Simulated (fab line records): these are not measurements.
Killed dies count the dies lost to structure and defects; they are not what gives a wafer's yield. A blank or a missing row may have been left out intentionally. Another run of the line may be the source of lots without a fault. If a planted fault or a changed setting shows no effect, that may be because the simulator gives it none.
Chamber matching || flow sky130 || 3 sister chambers for SKY_CAP2M_CVD_00 on pecvd-01
The step deposits SiO2, target thk 15.5 nm. 20 wafers are shown with their chamber, then 10 later ones without.

## WAFERS, EACH WITH ITS CHAMBER
{"wafer": "L074.3", "chamber": 0, "heater-power-w (W)": 657}
{"wafer": "L074.4", "chamber": 2, "heater-power-w (W)": 692}
{"wafer": "L074.5", "chamber": 0, "heater-power-w (W)": 656}
{"wafer": "L076.1", "chamber": 0, "heater-power-w (W)": 660}
{"wafer": "L076.2", "chamber": 2, "heater-power-w (W)": 794}
{"wafer": "L076.3", "chamber": 1, "heater-power-w (W)": 762}
{"wafer": "L078.2", "chamber": 0, "heater-power-w (W)": 676}
{"wafer": "L078.3", "chamber": 1, "heater-power-w (W)": 691}
{"wafer": "L078.4", "chamber": 0, "heater-power-w (W)": 681}
{"wafer": "L080.2", "chamber": 1, "heater-power-w (W)": 657}
{"wafer": "L080.5", "chamber": 0, "heater-power-w (W)": 658}
{"wafer": "L080.6", "chamber": 2, "heater-power-w (W)": 830}
{"wafer": "L081.2", "chamber": 0, "heater-power-w (W)": 599}
{"wafer": "L081.4", "chamber": 2, "heater-power-w (W)": 852}
{"wafer": "L081.6", "chamber": 1, "heater-power-w (W)": 700}
{"wafer": "L083.3", "chamber": 1, "heater-power-w (W)": 657}
{"wafer": "L083.5", "chamber": 0, "heater-power-w (W)": 632}
{"wafer": "L083.6", "chamber": 1, "heater-power-w (W)": 670}
{"wafer": "L085.2", "chamber": 0, "heater-power-w (W)": 623}
{"wafer": "L085.3", "chamber": 2, "heater-power-w (W)": 837}

SIGNATURES (means of the wafers above)
{"reading": "heater-power-w", "chamber 0": 649.11, "chamber 1": 689.50, "chamber 2": 801.00, "scatter within a chamber": 42.1}
Rule: a wafer lies at a distance from a chamber equal to the root of the sum of squares, over the readings, of (its reading less the chamber's mean, divided by the reading's scatter). The wafer belongs to the nearest chamber; if the next one is less than 2 further off, it can't be placed. The scatter: the root of (the sum of the squares of (reading less its chamber's mean) over the shown wafers, divided by (wafers less chambers)).

## WAFERS WITHOUT THEIR CHAMBER
{"wafer": "L085.6", "heater-power-w (W)": 630}
{"wafer": "L092.1", "heater-power-w (W)": 836}
{"wafer": "L092.4", "heater-power-w (W)": 746}
{"wafer": "L092.6", "heater-power-w (W)": 855}
{"wafer": "L093.2", "heater-power-w (W)": 613}
{"wafer": "L093.4", "heater-power-w (W)": 616}
{"wafer": "L093.6", "heater-power-w (W)": 701}
{"wafer": "L095.2", "heater-power-w (W)": 587}
{"wafer": "L095.5", "heater-power-w (W)": 712}
{"wafer": "L095.6", "heater-power-w (W)": 836}

## CHAMBER TAKEN BY EACH
{"wafer": "L085.6", "from the rows above": "can't be placed: 0 or 1", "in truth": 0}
{"wafer": "L092.1", "from the rows above": 2, "in truth": 2}
{"wafer": "L092.4", "from the rows above": "can't be placed: 2 or 1 or 0", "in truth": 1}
{"wafer": "L092.6", "from the rows above": 2, "in truth": 2}
{"wafer": "L093.2", "from the rows above": "can't be placed: 0 or 1", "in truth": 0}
{"wafer": "L093.4", "from the rows above": "can't be placed: 0 or 1", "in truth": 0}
{"wafer": "L093.6", "from the rows above": "can't be placed: 1 or 0", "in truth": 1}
{"wafer": "L095.2", "from the rows above": "can't be placed: 0 or 1", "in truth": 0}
{"wafer": "L095.5", "from the rows above": "can't be placed: 1 or 0 or 2", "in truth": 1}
{"wafer": "L095.6", "from the rows above": 2, "in truth": 2}
3 of 10 placed correctly. These rows do not allow placing 7 (true chamber among the candidates in 7). Number placed wrongly: 0.
